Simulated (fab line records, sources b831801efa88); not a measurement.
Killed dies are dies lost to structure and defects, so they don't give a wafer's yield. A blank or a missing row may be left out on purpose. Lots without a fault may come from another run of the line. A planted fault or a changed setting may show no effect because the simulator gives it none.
A struck lot beside a sound one | flow sky130 | 15 steps out of a route of 708
Sound: wafers L814.4, L814.5, L814.6. Struck: wafers L820.2, L820.3, L820.6. The cause comes at the end.
At each step with rows: each side's tool, then ch and its chambers, then its first start. Under that, the readings that differ: sound wafers | struck wafers | difference of the means | sigmas: that difference in standard deviations of wafers without a fault.
alike: readings whose means differ by less than 2 such deviations, and words and numbers that are the same on both sides. not compared: withheld readings, readings that some wafer has no value for, bounds like >300 that may hide the same value, and numbers for which the record gives no deviation and whose values overlap.
The two part at a step that has a row with sigmas, a row that says differs or no value, or rows on one side only. Numbers that don't overlap but have no deviation are shown without sigmas and don't part them. A reading that every wafer of one side lacks parts them only if that side has two wafers or more.

first, 6 steps without rows for these wafers: SKY_GATE_OXIDE_HMDS_04 (prime time 60 s); SKY_GATE_OXIDE_COAT_05 (resist thk 1140 nm); SKY_GATE_OXIDE_SOFTBAKE_06 (time 60 s); SKY_GATE_OXIDE_EXPOSE_07 (exposes mask LVOM, target cd 600 nm); SKY_GATE_OXIDE_PEB_08; SKY_GATE_OXIDE_DEVELOP_09 (develop time 60 s).
SKY_GATE_OXIDE_OVL_MEAS_10:
  sound on overlay-02, day 17 12:19; struck on overlay-02, day 19 22:58
  alike: GATE_OXIDE_OVL
then, 2 steps without rows for these wafers: SKY_GATE_OXIDE_IMPLANT_11; SKY_GATE_OXIDE_WET_ETCH_12 (etches SiO2 in dHF, target depth 16.8 nm, time 336 s).
SKY_GATE_OXIDE_STRIP_13: strips in O2/N2.
  sound on plasma_asher-02 ch 0,1, day 17 12:38; struck on plasma_asher-04 ch 0,1, day 19 23:15
  alike: drypump_motor_current_A, o2_flow_sccm, oes_product_au, strip_time_to_endpoint_s
  not compared: rf_hours_counter_h
SKY_GATE_OXIDE_TW_MEAS_14:
  sound on film_metro-04, day 17 12:43; struck on film_metro-04, day 19 23:22
  alike: GATE_OXIDE_TW
then, 1 step without rows for these wafers: SKY_GATE_OXIDE_CLEAN_15 (cleans in SC1/SC2, time 150 s).
SKY_GATE_OXIDE_OXIDATION_16: stabilise 600 s, purge 300 s, target thk 3.57 nm.
  sound on furnace-02 ch 0, day 17 20:13; struck on furnace-01 ch 0, day 20 00:00
  reading                                           | sound             | struck           | difference | sigmas
  zone_power_top_pct (%)                            | 27.2 27.4 27.0    | 30.4 29.9 30.6   | +3.1       | +3
  model.SiO2_of_GATE_OXIDE_OXIDATION_01.thk_nm (nm) | 11.88 11.69 11.71 | 12.4 12.55 12.58 | +0.8       |
then, 1 step without rows for these wafers: SKY_POLY_GATE_CVD_00 (deposits poly-Si, target thk 180 nm, time 720 s).
-- the record jumps here: 30 days lie between the struck wafers' starts before and after (it left off in module POLY_GATE and takes up again in module PAD_OPEN, whose first step shown is number 708 of the route) --
SKY_PAD_OPEN_PROBE_99:
  sound on prober-01, day 48 15:47; struck on prober-01, day 49 22:38
  reading                                   | sound                       | struck                        | difference | sigmas
  model.etest.nfet_16v.r_on_ohm_um          | 1.4e+04 1.386e+04 1.374e+04 | 1.455e+04 1.457e+04 1.447e+04 | +6.633e+02 |
  model.etest.pfet_01v8.r_on_ohm_um         | 2924 2968 2860              | 3092 3098 3178                | +205       |
  model.etest.tip_sonos.rs_ohm_sq           | 2731 2667 2672              | 2786 2779 2821                | +105       |
  model.etest.nfet_01v8.r_on_ohm_um         | 869.9 867.5 823.5           | 982 986.6 998                 | +135       |
  model.etest.nfet_01v8_lvt.drive_ua_um     | 563.2 553.2 575             | 468.5 458.4 456.1             | -102.8     |
  model.etest.nfet_01v8_turned.drive_ua_um  | 499.4 484.3 505.9           | 397.6 391.3 390               | -103.6     |
  model.etest.nfet_01v8_swapped.drive_ua_um | 491.8 485.7 503.1           | 396.9 391.4 393.2             | -99.7      |
  alike: killed_at_M0_to_M3, killed_at_M4_up, killed_at_contacts, killed_at_front_end, killed_at_other, killed_dies, killed_on_rim, killed_open, killed_short
  not compared: model.etest.pfet_g5v0d10v5.r_on_ohm_um

WHERE THEY PART
Only at SKY_GATE_OXIDE_OXIDATION_16, within this record. Later steps at which nothing parts them and some readings are alike: SKY_PAD_OPEN_PROBE_99.

WHY: what the simulator had put in
Process parameter drift: furnace-01, from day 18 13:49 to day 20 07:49, at SKY_GATE_OXIDE_OXIDATION_16. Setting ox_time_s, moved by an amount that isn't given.
